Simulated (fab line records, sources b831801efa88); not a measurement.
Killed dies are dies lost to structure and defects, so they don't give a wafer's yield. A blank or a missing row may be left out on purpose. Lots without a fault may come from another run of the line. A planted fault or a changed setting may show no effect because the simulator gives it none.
fab line records | flow sky130
record lots=5 wafers=15 last_day=49
route steps=708 shown PWDE@46 NWELL@56
lots that met no fault: from a run of the same line without faults
start_h: hours from the record's first day to the start of the lot's first wafer shown | wait_h: hours since the lot's step before | " the same as in the row above | L1.1+2: a row that stands for several wafers | - no value, or no start given | * or withheld: withheld | < > ~ a bound
route shown NAME@n: a module of which the file shows steps, and the number in the route of the first | usual: mean/standard deviation of fault-free wafers | same: alike in all rows | chamber/n: place in a boat | sites: the reading at each site | _std_site: their standard deviation | _edge_site: outer sites' mean less inner sites' | radius_mm: how far each site lies from the wafer's centre | mask NAME#n: copy n | behind: the tool/chamber that last shaped the wafer | hold: why the lot was held/for how many hours/how that ended | device: the transistor (n, p or np) that didn't switch | end of line: the same wafers' tests at the end of the route | a step without rows: its recipe alone | killed: dies lost to structure and defects at the first sort, not the wafer's yield | map: a wafer's dies, x killed, . not, _ none there
set.NAME: the setting as run; set.NAME@STEP: as run at that earlier step | model.NAME: the simulator's own value behind a step, which no gauge read
lots at some steps of the route; a table a step, a row a wafer
services: from which hour (start_h, from the record's first day; less than 0 if before it) a tool's chamber was out of use, for how many hours, and why
## steps
# step SKY_PWDE_HMDS_01
# recipe prime_time_s=60 prime_temp_c=120
# columns lot.wafer tool chamber start_h wait_h
L076.1+3+4 litho_track-02 0 78.03 0.1
L080.3+4+6 litho_track-04 0 97.40 0.1
L082.2+4+5 litho_track-04 0 110.03 0.1
L084.2+3+4 litho_track-02 0 117.71 0.1
L088.2+3+5 litho_track-01 0 142.67 0.1
# step SKY_PWDE_COAT_02
# recipe spin_rpm=2000 resist_thk_nm=3000
# columns lot.wafer tool chamber start_h wait_h
L076.1+3+4 litho_track-02 0 78.18 0.1
L080.3+4+6 litho_track-04 0 97.55 0.1
L082.2+4+5 litho_track-04 0 110.18 0.1
L084.2+3+4 litho_track-02 0 117.86 0.1
L088.2+3+5 litho_track-01 0 142.82 0.1
# step SKY_PWDE_SOFTBAKE_03
# recipe temp_c=110 time_s=withheld
# usual heater_power_total_W=65.31/0.13
# columns lot.wafer tool chamber start_h wait_h heater_power_total_W
L076.1 litho_track-02 0 78.33 0.1 65.34
L076.3 " 0 " " 65.19
L076.4 " 0 " " 65.29
L080.3 litho_track-04 0 97.72 0.1 65.37
L080.4 " 0 " " 65.29
L080.6 " 0 " " 65.49
L082.2 litho_track-04 0 110.34 0.1 65.19
L082.4 " 0 " " 65.27
L082.5 " 0 " " 65.45
L084.2 litho_track-02 0 118.02 0.1 65.13
L084.3 " 0 " " 65.07
L084.4 " 0 " " 65.46
L088.2 litho_track-01 0 142.98 0.1 65.20
L088.3 " 0 " " 65.23
L088.5 " 0 " " 65.15
# step SKY_PWDE_EXPOSE_04
# recipe mask_id=PWDEM na=0.6 source_shape=conventional sigma_outer=0.6 polarization=unpolarized target_cd_nm=840 dose_mj=214
# same sigma_outer=0.6
# columns lot.wafer tool chamber start_h wait_h mask
L076.1+3+4 iline_stepper-01 0 - - PWDEM#0
L080.3+4+6 iline_stepper-02 0 - - PWDEM#0
L082.2+4+5 iline_stepper-02 0 - - PWDEM#0
L084.2+3+4 iline_stepper-01 0 - - PWDEM#0
L088.2+3+5 iline_stepper-02 0 - - PWDEM#0
# step SKY_PWDE_PEB_05
# recipe temp_c=115 time_s=withheld
# usual heater_power_total_W=69.31/0.13
# columns lot.wafer tool chamber start_h wait_h heater_power_total_W
L076.1 litho_track-04 0 - - 69.18
L076.3 " 0 " " 69.23
L076.4 " 0 " " 69.28
L080.3 litho_track-04 0 - - 69.48
L080.4 " 0 " " 69.50
L080.6 " 0 " " 69.34
L082.2 litho_track-01 0 - - 69.16
L082.4 " 0 " " 69.22
L082.5 " 0 " " 69.38
L084.2 litho_track-02 0 - - 69.47
L084.3 " 0 " " 69.16
L084.4 " 0 " " 69.16
L088.2 litho_track-01 0 - - 69.41
L088.3 " 0 " " 69.41
L088.5 " 0 " " 69.57
# step SKY_PWDE_DEVELOP_06
# recipe wall_angle_deg=90 developer=TMAH develop_time_s=60 dev_temp_c=23
# columns lot.wafer tool chamber start_h wait_h
L076.1+3+4 litho_track-04 0 - -
L080.3+4+6 litho_track-04 0 - -
L082.2+4+5 litho_track-01 0 - -
L084.2+3+4 litho_track-02 0 - -
L088.2+3+5 litho_track-01 0 - -
# step SKY_PWDE_OVL_MEAS_07
# usual PWDE_OVL=-1.4/1.2
# columns lot.wafer tool chamber start_h wait_h PWDE_OVL[nm]
L076.1 overlay-02 - 87.55 - -1.3
L076.3 " - " " -2.4
L076.4 " - " " -3.1
L080.3 overlay-01 - 106.87 - -0.5
L080.4 " - " " -1.7
L080.6 " - " " -2.6
L082.2 overlay-02 - 120.51 - -1.2
L082.4 " - " " 0.3
L082.5 " - " " -0.8
L084.2 overlay-02 - 127.64 - -2.5
L084.3 " - " " -2.6
L084.4 " - " " -1.4
L088.2 overlay-02 - 152.15 - -1.3
L088.3 " - " " -1.0
L088.5 " - " " -1.7
# step SKY_PWDE_IMPLANT_08
# recipe species=B energy_kev=150 dose_cm2=3.6e+12 tilt_deg=withheld
# columns lot.wafer tool chamber start_h wait_h
L076.1+3+4 implanter-02 0 87.59 0.0
L080.3+4+6 implanter-02 0 106.94 0.1
L082.2+4+5 implanter-02 0 120.56 0.0
L084.2+3+4 implanter-04 0 127.69 0.0
L088.2+3+5 implanter-04 0 152.21 0.0
# step SKY_PWDE_STRIP_09
# recipe chemistry=O2/N2 power_w=1400 pressure_mtorr=1500 platen_temp_c=withheld o2_flow_sccm=3000 n2_flow_sccm=300 overash_fraction=0.5
# usual drypump_motor_current_A=5.8/0.41 oes_product_au=0.722/0.0042 strip_time_to_endpoint_s=36.91/0.1
# columns lot.wafer tool chamber start_h wait_h drypump_motor_current_A oes_product_au rf_hours_counter_h strip_time_to_endpoint_s
L076.1 plasma_asher-01 0 87.74 0.1 5.0 0.725 39 37.04
L076.3 " 1 " " 5.7 0.713 - 37.03
L076.4 " 0 " " 5.0 0.726 - 37.12
L080.3 plasma_asher-01 1 107.07 0.1 5.7 0.721 - 36.95
L080.4 " 0 " " 5.0 0.716 - 36.81
L080.6 " 1 " " 5.7 0.720 - 36.81
L082.2 plasma_asher-04 0 120.69 0.1 6.2 0.720 43 36.86
L082.4 " 1 " " 5.7 0.721 - 36.92
L082.5 " 1 " " 5.7 0.721 - 36.92
L084.2 plasma_asher-04 1 127.82 0.1 5.7 0.726 44 36.89
L084.3 " 0 " " 6.2 0.727 - 36.86
L084.4 " 1 " " 5.6 0.717 - 36.76
L088.2 plasma_asher-04 0 152.33 0.1 6.2 0.721 46 36.87
L088.3 " 1 " " 5.7 0.718 - 36.77
L088.5 " 1 " " 5.7 0.723 - 36.77
# step SKY_PWDE_TW_MEAS_10
# usual PWDE_TW=375.2/2
# columns lot.wafer tool chamber start_h wait_h PWDE_TW
L076.1 film_metro-01 - 87.84 0.1 375.4
L076.3 " - " " 374.4
L076.4 " - " " 376.1
L080.3 film_metro-04 - 107.16 0.1 372.6
L080.4 " - " " 374.6
L080.6 " - " " 373.3
L082.2 film_metro-01 - 120.80 0.1 372.5
L082.4 " - " " 375.4
L082.5 " - " " 374.7
L084.2 film_metro-01 - 127.93 0.1 376.4
L084.3 " - " " 375.8
L084.4 " - " " 375.8
L088.2 film_metro-01 - 152.44 0.1 375.2
L088.3 " - " " 371.3
L088.5 " - " " 372.9
# step SKY_NWELL_DEHYDRATE_03
# recipe temp_c=200 time_s=60
# usual heater_power_total_W=160.36/0.12
# columns lot.wafer tool chamber start_h wait_h heater_power_total_W
L076.1 litho_track-02 0 96.38 8.5 160.19
L076.3 " 0 " " 160.52
L076.4 " 0 " " 160.29
L080.3 litho_track-02 0 116.23 9.1 160.53
L080.4 " 0 " " 160.34
L080.6 " 0 " " 160.51
L082.2 litho_track-02 0 129.86 9.1 160.35
L082.4 " 0 " " 160.45
L082.5 " 0 " " 160.21
L084.2 litho_track-02 0 137.31 9.4 160.49
L084.3 " 0 " " 160.23
L084.4 " 0 " " 160.36
L088.2 litho_track-04 0 161.53 9.1 160.40
L088.3 " 0 " " 160.28
L088.5 " 0 " " 160.37
# step SKY_NWELL_HMDS_04
# recipe prime_time_s=60 prime_temp_c=120
# columns lot.wafer tool chamber start_h wait_h
L076.1+3+4 litho_track-02 0 96.53 0.1
L080.3+4+6 litho_track-02 0 116.38 0.1
L082.2+4+5 litho_track-02 0 130.01 0.1
L084.2+3+4 litho_track-02 0 137.46 0.1
L088.2+3+5 litho_track-04 0 161.68 0.1
# step SKY_NWELL_COAT_05
# recipe spin_rpm=2000 resist_thk_nm=3000
# columns lot.wafer tool chamber start_h wait_h
L076.1+3+4 litho_track-02 0 96.68 0.1
L080.3+4+6 litho_track-02 0 116.53 0.1
L082.2+4+5 litho_track-02 0 130.16 0.1
L084.2+3+4 litho_track-02 0 137.61 0.1
L088.2+3+5 litho_track-04 0 161.83 0.1
# step SKY_NWELL_SOFTBAKE_06
# recipe temp_c=110 time_s=withheld
# usual heater_power_total_W=65.32/0.14
# columns lot.wafer tool chamber start_h wait_h heater_power_total_W
L076.1 litho_track-02 0 96.83 0.1 65.21
L076.3 " 0 " " 65.43
L076.4 " 0 " " 65.39
L080.3 litho_track-02 0 116.70 0.1 65.47
L080.4 " 0 " " 65.37
L080.6 " 0 " " 65.23
L082.2 litho_track-02 0 130.32 0.1 65.50
L082.4 " 0 " " 65.38
L082.5 " 0 " " 65.32
L084.2 litho_track-02 0 137.77 0.1 65.42
L084.3 " 0 " " 65.18
L084.4 " 0 " " 65.07
L088.2 litho_track-04 0 161.99 0.1 65.55
L088.3 " 0 " " 65.12
L088.5 " 0 " " 65.42
# step SKY_NWELL_EXPOSE_07
# recipe mask_id=NWM na=0.6 source_shape=conventional sigma_outer=0.6 polarization=unpolarized target_cd_nm=840 dose_mj=255
# same sigma_outer=0.6
# columns lot.wafer tool chamber start_h wait_h mask
L076.1+3+4 iline_stepper-02 0 - - NWM#0
L080.3+4+6 iline_stepper-02 0 - - NWM#0
L082.2+4+5 iline_stepper-01 0 - - NWM#0
L084.2+3+4 iline_stepper-01 0 - - NWM#0
L088.2+3+5 iline_stepper-01 0 - - NWM#0
# step SKY_NWELL_PEB_08
# recipe temp_c=115 time_s=withheld
# usual heater_power_total_W=69.35/0.14
# columns lot.wafer tool chamber start_h wait_h heater_power_total_W
L076.1 litho_track-04 0 - - 69.23
L076.3 " 0 " " 69.54
L076.4 " 0 " " 69.43
L080.3 litho_track-02 0 - - 69.30
L080.4 " 0 " " 69.43
L080.6 " 0 " " 69.42
L082.2 litho_track-04 0 - - 69.36
L082.4 " 0 " " 69.37
L082.5 " 0 " " 69.42
L084.2 litho_track-03 0 - - 69.45
L084.3 " 0 " " 69.37
L084.4 " 0 " " 69.22
L088.2 litho_track-04 0 - - 69.18
L088.3 " 0 " " 69.23
L088.5 " 0 " " 69.31
# step SKY_NWELL_DEVELOP_09
# recipe wall_angle_deg=90 developer=TMAH develop_time_s=62.75 dev_temp_c=23
# columns lot.wafer tool chamber start_h wait_h
L076.1+3+4 litho_track-04 0 - -
L080.3+4+6 litho_track-02 0 - -
L082.2+4+5 litho_track-04 0 - -
L084.2+3+4 litho_track-03 0 - -
L088.2+3+5 litho_track-04 0 - -
## services
# columns tool chamber start_h hours kind
implanter-02 - 68.32 6.0 repair
plasma_asher-04 - 139.27 1.2 repair
iline_stepper-01 - 156.75 0.5 repair
## key
fault none
